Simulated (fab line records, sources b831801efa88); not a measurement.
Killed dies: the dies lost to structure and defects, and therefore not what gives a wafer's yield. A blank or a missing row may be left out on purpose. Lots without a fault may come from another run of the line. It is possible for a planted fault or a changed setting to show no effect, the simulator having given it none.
Chamber matching ; flow sky130 ; 3 sister chambers for SKY_PASSIVATION_CVD_00 on pecvd-01
The step deposits SiO2, target thk 90 nm. 6 wafers are shown with their chamber, then 8 later ones without.

## WAFERS WITH THEIR CHAMBER
wafer;chamber;heater_power_w (W)
L083.6;2;518
L092.6;1;468
L093.5;2;540
L094.2;1;529
L094.3;0;724
L095.3;0;735

## WAFERS WITHOUT THEIR CHAMBER
wafer;heater_power_w (W)
L095.4;539
L095.5;536
L096.1;775
L096.2;566
L096.3;774
L096.4;566
L096.5;564
L096.6;785

## EACH ONE'S CHAMBER
wafer;from the rows above;in truth
L095.4;can't be placed: 2 or 1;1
L095.5;can't be placed: 2 or 1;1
L096.1;0;0
L096.2;can't be placed: 2 or 1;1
L096.3;0;0
L096.4;can't be placed: 2 or 1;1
L096.5;can't be placed: 2 or 1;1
L096.6;0;0
3 of 8 placed correctly. Not placeable from these rows: 5 (in 5, the candidates include the true chamber). 0 placed wrongly.
How it was worked out, from the rows above alone: a wafer's distance from a chamber is the root of the sum, over the readings, of the square of ((its reading less the chamber's mean) divided by the reading's scatter). The wafer belongs to the nearest chamber; if the next one is less than 2 further off, it can't be placed. The mean given for a chamber averages the wafers shown for that chamber. The scatter: take each reading less its chamber's mean, square it, sum over the shown wafers, divide by the number of wafers less the number of chambers, and take the root.
